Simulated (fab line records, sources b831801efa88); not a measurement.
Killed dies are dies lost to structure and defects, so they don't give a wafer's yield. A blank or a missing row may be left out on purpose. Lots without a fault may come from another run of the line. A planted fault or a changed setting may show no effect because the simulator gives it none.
One fault seen from 2 desks | flow gf180mcu | each desk has only its own numbers; what lay behind them comes last

THE METROLOGY DESK
What the gauges read, lot by lot, whatever tool the lot ran on: means of the sampled wafers that have a number. A lot is out of limits, marked OUT, if its mean lies more than 4 standard deviations from the usual mean; the brackets give that distance.
Columns: A = V5_W_RS at GF_V5_RS_MEAS_24, usual 0.325 ohm/sq; B = V5_W_THK at GF_V5_THK_MEAS_25, usual 350 nm; C = TOP_METAL_ALCU_RS at GF_TOP_METAL_RS_MEAS_05, usual 0.0325 ohm/sq; D = TOP_METAL_ALCU_THK at GF_TOP_METAL_THK_MEAS_06, usual 925 nm; E = cd_nm at GF_TOP_METAL_CD_MEAS_14, usual 438.1 nm; F = TOP_METAL_OVL at GF_TOP_METAL_OVL_MEAS_15, usual 1.1 nm
lot  | first seen here | A     | B   | C      | D   | E     | F
L874 | day 28 07:24    | 0.321 | 349 | 0.0328 | 933 | 441.6 | -0.3
L883 | day 31 04:16    | 0.326 | 350 | 0.0326 | 936 | 436.7 | -0.6
L884 | day 31 05:12    | 0.330 | 346 | 0.0326 | 929 | 439.7 | 0.9
L886 | day 31 20:05    | 0.328 | 353 | 0.0322 | 942 | 437.2 | 1.6
L892 | day 33 05:02    | 0.324 | 348 | 0.0325 | 923 | 438.4 | 2.1
L894 | day 33 15:56    | 0.329 | 347 | 0.0329 | 911 | 440.5 | 0.0
This desk's finding: nothing out of limits on any of the 6 lots.

THE TOOL OWNER'S DESK: pvd_sputter-01
The tool's own readings at GF_TOP_METAL_SPUTTER_04 (material TiN, target thk 25 nm, time 20.8 s): means of the sampled wafers that have a number, for each lot that ran on this tool. A lot is out of limits, marked OUT, if its mean lies more than 4 standard deviations from the usual mean; the brackets give that distance.
Columns: A = cathode_dc_power_W at GF_TOP_METAL_SPUTTER_04, usual 6500.0 W; B = chamber_pressure_pa at GF_TOP_METAL_SPUTTER_04, usual 0.4001 Pa; C = throttle_valve_pct at GF_TOP_METAL_SPUTTER_04, usual 30.1 %
lot  | first seen here | A                        | B      | C
L874 | day 28 08:04    | 6500.2                   | 0.4003 | 29.4
L883 | day 31 04:59    | 5466.1 (-99 or more) OUT | 0.4011 | 29.7
L884 | day 31 06:05    | 5465.2 (-99 or more) OUT | 0.3998 | 29.9
L894 | day 33 16:37    | 6499.3                   | 0.3998 | 29.7
This desk's finding: out of limits on L883, L884; first on L883, day 31 04:59 (cathode_dc_power_W at GF_TOP_METAL_SPUTTER_04). In limits: L874, L894.

PUT TOGETHER
The tool owner's desk could have raised an alarm at day 31 04:59, on L883, L884.
The metrology desk saw nothing out of limits.
The metrology desk has L883, L884 on record, within its limits.
Of the lots named, all ran GF_TOP_METAL_SPUTTER_04 on pvd_sputter-01.

WHAT THE SIMULATOR HAD PUT IN
Process parameter drift: pvd_sputter-01, from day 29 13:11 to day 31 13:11, at GF_TOP_METAL_SPUTTER_04. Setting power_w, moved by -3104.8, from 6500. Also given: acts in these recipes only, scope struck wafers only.
Lots struck among those shown: L883, L884.
Hours from the fault's start to each desk's first reading out of limits: the tool owner's desk, 40.
